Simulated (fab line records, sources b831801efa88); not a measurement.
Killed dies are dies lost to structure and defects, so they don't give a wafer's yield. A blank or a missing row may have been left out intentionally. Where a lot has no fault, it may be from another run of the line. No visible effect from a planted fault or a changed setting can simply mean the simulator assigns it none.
Chamber matching / flow gf180mcu / 3 sister chambers for GF_V3_CVD_02 on pecvd-02
The step deposits SiO2 from TEOS, target thk 850 nm, time 94.851 s. 3 wafers are shown with their chamber, then 9 later ones without.

## WAFERS PAIRED WITH THEIR CHAMBERS
wafer=L085.4; chamber=0; heater power w (W)=715
wafer=L085.5; chamber=1; heater power w (W)=740
wafer=L085.6; chamber=2; heater power w (W)=686

## WAFERS MISSING THEIR CHAMBER
wafer=L089.2; heater power w (W)=795
wafer=L089.4; heater power w (W)=754
wafer=L089.6; heater power w (W)=653
wafer=L096.1; heater power w (W)=754
wafer=L096.2; heater power w (W)=683
wafer=L096.3; heater power w (W)=719
wafer=L096.4; heater power w (W)=749
wafer=L096.5; heater power w (W)=781
wafer=L096.6; heater power w (W)=532

## THE CHAMBER EACH PASSED THROUGH
wafer=L089.2; from the rows above=can't be placed: 1 or 0 or 2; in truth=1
wafer=L089.4; from the rows above=can't be placed: 1 or 0 or 2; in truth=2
wafer=L089.6; from the rows above=can't be placed: 2 or 0 or 1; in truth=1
wafer=L096.1; from the rows above=can't be placed: 1 or 0 or 2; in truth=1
wafer=L096.2; from the rows above=can't be placed: 2 or 0 or 1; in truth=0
wafer=L096.3; from the rows above=can't be placed: 0 or 1 or 2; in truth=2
wafer=L096.4; from the rows above=can't be placed: 1 or 0 or 2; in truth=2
wafer=L096.5; from the rows above=can't be placed: 1 or 0 or 2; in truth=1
wafer=L096.6; from the rows above=can't be placed: 2 or 0 or 1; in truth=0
0 of 9 placed correctly. Can't be placed from these rows: 9 (the true chamber is among the candidates in 9). Placed wrongly: 0.
How it was worked out, from the rows above alone: a wafer's distance from a chamber is the root of the sum, over the readings, of the square of ((its reading less the chamber's mean) divided by the reading's scatter). If the next closest chamber is less than 2 further off than the closest, the wafer can't be placed; otherwise it belongs to the closest. For every chamber, the mean is computed from those of its wafers that are shown. The scatter: root of mean squared gap, hidden wafer to nearest shown wafer, with one shown wafer a chamber.
